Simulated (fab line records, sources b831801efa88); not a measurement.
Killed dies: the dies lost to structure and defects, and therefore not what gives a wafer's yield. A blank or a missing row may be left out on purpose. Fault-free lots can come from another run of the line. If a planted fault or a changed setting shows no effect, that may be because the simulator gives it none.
The tool behind it: which one? || flow sky130 || 11 lots with 33 wafers sampled at 4 steps, on a route of 708 steps

== WHAT THE GAUGES READ, wafer by wafer ==
SKY_PASSIVATION_THK_MEAS_03.
{"lot": "L629", "measured": "day 44 14:38", "on": "film metro-04", "PASSIVATION_CVD_02_THK (nm)": "532 538 546"}
{"lot": "L630", "measured": "day 45 07:04", "on": "film metro-03", "PASSIVATION_CVD_02_THK (nm)": "537 549 545"}
{"lot": "L631", "measured": "day 45 07:49", "on": "film metro-03", "PASSIVATION_CVD_02_THK (nm)": "546 544 555"}
{"lot": "L632", "measured": "day 45 11:44", "on": "film metro-02", "PASSIVATION_CVD_02_THK (nm)": "529 546 536"}
{"lot": "L633", "measured": "day 45 16:44", "on": "film metro-04", "PASSIVATION_CVD_02_THK (nm)": "545 541 551"}
{"lot": "L635", "measured": "day 46 16:38", "on": "film metro-03", "PASSIVATION_CVD_02_THK (nm)": "462 549 542 462 548 542"}
{"lot": "L644", "measured": "day 48 18:09", "on": "film metro-04", "PASSIVATION_CVD_02_THK (nm)": "530 533 547"}
{"lot": "L645", "measured": "day 48 18:46", "on": "film metro-03", "PASSIVATION_CVD_02_THK (nm)": "537 540 546"}
{"lot": "L647", "measured": "day 49 06:05", "on": "film metro-02", "PASSIVATION_CVD_02_THK (nm)": "530 541 537"}
{"lot": "L648", "measured": "day 49 21:30", "on": "film metro-02", "PASSIVATION_CVD_02_THK (nm)": "537 532 542"}
{"lot": "L649", "measured": "day 49 22:49", "on": "film metro-04", "PASSIVATION_CVD_02_THK (nm)": "534 536 538"}

== EACH LOT AND THE TOOL THAT RAN IT (in order: tool; ch and the chambers of the sampled wafers; start) ==
{"lot": "L629", "SKY_VIA4_ETCH_12": "rie diel-01 ch 0,1,2, day 43 12:32", "SKY_VIA4_CVD_18": "cvd w-02 ch 0,1, day 43 13:16", "SKY_PASSIVATION_CVD_02": "pecvd-04 ch 0,1, day 44 14:24"}
{"lot": "L630", "SKY_VIA4_ETCH_12": "rie diel-03 ch 0,2,3, day 44 06:02", "SKY_VIA4_CVD_18": "cvd w-01 ch 0,1, day 44 06:50", "SKY_PASSIVATION_CVD_02": "pecvd-02 ch 0,1,2, day 45 06:50"}
{"lot": "L631", "SKY_VIA4_ETCH_12": "rie diel-02 ch 0,1,2, day 44 06:42", "SKY_VIA4_CVD_18": "cvd w-02 ch 0,1, day 44 07:26", "SKY_PASSIVATION_CVD_02": "pecvd-03 ch 0,1, day 45 07:35"}
{"lot": "L632", "SKY_VIA4_ETCH_12": "rie diel-02 ch 1,2, day 44 11:38", "SKY_VIA4_CVD_18": "cvd w-01 ch 0,1, day 44 12:25", "SKY_PASSIVATION_CVD_02": "pecvd-02 ch 0,1,2, day 45 11:31"}
{"lot": "L633", "SKY_VIA4_ETCH_12": "rie diel-03 ch 1,2,3, day 44 15:59", "SKY_VIA4_CVD_18": "cvd w-01 ch 0,1, day 44 16:43", "SKY_PASSIVATION_CVD_02": "pecvd-03 ch 0,1, day 45 16:30"}
{"lot": "L635", "SKY_VIA4_ETCH_12": "rie diel-02 ch 0,3, day 45 17:35", "SKY_VIA4_CVD_18": "cvd w-02 ch 0,1, day 45 18:19", "SKY_PASSIVATION_CVD_02": "pecvd-03 ch 0,1,2, day 46 16:24"}
{"lot": "L644", "SKY_VIA4_ETCH_12": "rie diel-03 ch 1,2, day 47 20:20", "SKY_VIA4_CVD_18": "cvd w-01 ch 0,1, day 47 21:07", "SKY_PASSIVATION_CVD_02": "pecvd-02 ch 0,1,2, day 48 17:55"}
{"lot": "L645", "SKY_VIA4_ETCH_12": "rie diel-02 ch 0,2, day 47 21:06", "SKY_VIA4_CVD_18": "cvd w-01 ch 0,1, day 47 21:50", "SKY_PASSIVATION_CVD_02": "pecvd-04 ch 1,2, day 48 18:32"}
{"lot": "L647", "SKY_VIA4_ETCH_12": "rie diel-03 ch 0,3, day 48 09:08", "SKY_VIA4_CVD_18": "cvd w-01 ch 0,1, day 48 09:55", "SKY_PASSIVATION_CVD_02": "pecvd-02 ch 0,1, day 49 05:52"}
{"lot": "L648", "SKY_VIA4_ETCH_12": "rie diel-01 ch 0,1,3, day 48 23:50", "SKY_VIA4_CVD_18": "cvd w-02 ch 0, day 49 00:34", "SKY_PASSIVATION_CVD_02": "pecvd-02 ch 0,1,2, day 49 21:16"}
{"lot": "L649", "SKY_VIA4_ETCH_12": "rie diel-01 ch 0,2,3, day 49 01:18", "SKY_VIA4_CVD_18": "cvd w-01 ch 0,1, day 49 02:04", "SKY_PASSIVATION_CVD_02": "pecvd-04 ch 1,2, day 49 22:35"}
- SKY_VIA4_ETCH_12: etches SiO2 in C4F8/O2/Ar, stops on TiN, target depth 580 nm.
- SKY_VIA4_CVD_18: deposits W, target thk 505 nm, time 152.14 s.
- SKY_PASSIVATION_CVD_02: deposits Si3N4, target thk 540 nm.

== THE ANSWER, worked out from the rows above alone ==
Rule: the lots themselves supply what counts as usual. The widest of any qualifying gaps counts: lots, ordered by their means at a reading, are off when they make up no more than a third of the lots, leave a main group of 4 or more, and stand apart from it by 3 or more times the standard deviation of that group's means. The tables above print the reading to a certain number of digits; a main group whose means all agree to those digits is not used. Also off: a lot with no number at a reading for which 4 or more lots have one. Where the step has rows for the other lots, those lots are counted as sound.
Off: L635, seen at SKY_PASSIVATION_THK_MEAS_03 (PASSIVATION_CVD_02_THK). Main group: mean 540 nm, sd 4.2.
If a tool, at a process step before that reading, ran all the lots that are off and no sound lot after the first of them, it fits. Those tools and the gauges at SKY_PASSIVATION_THK_MEAS_03 are tried in the same way. One fits: SKY_PASSIVATION_CVD_02 on pecvd-03. Its last sound lot is L633 (day 45 16:30), its first lot that is off L635 (day 46 16:24): a fault that began between those two fits.

== WHAT HAD BEEN PUT IN BY THE SIMULATOR ==
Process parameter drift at SKY_PASSIVATION_CVD_02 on pecvd-03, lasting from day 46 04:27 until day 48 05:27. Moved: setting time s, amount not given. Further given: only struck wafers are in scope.
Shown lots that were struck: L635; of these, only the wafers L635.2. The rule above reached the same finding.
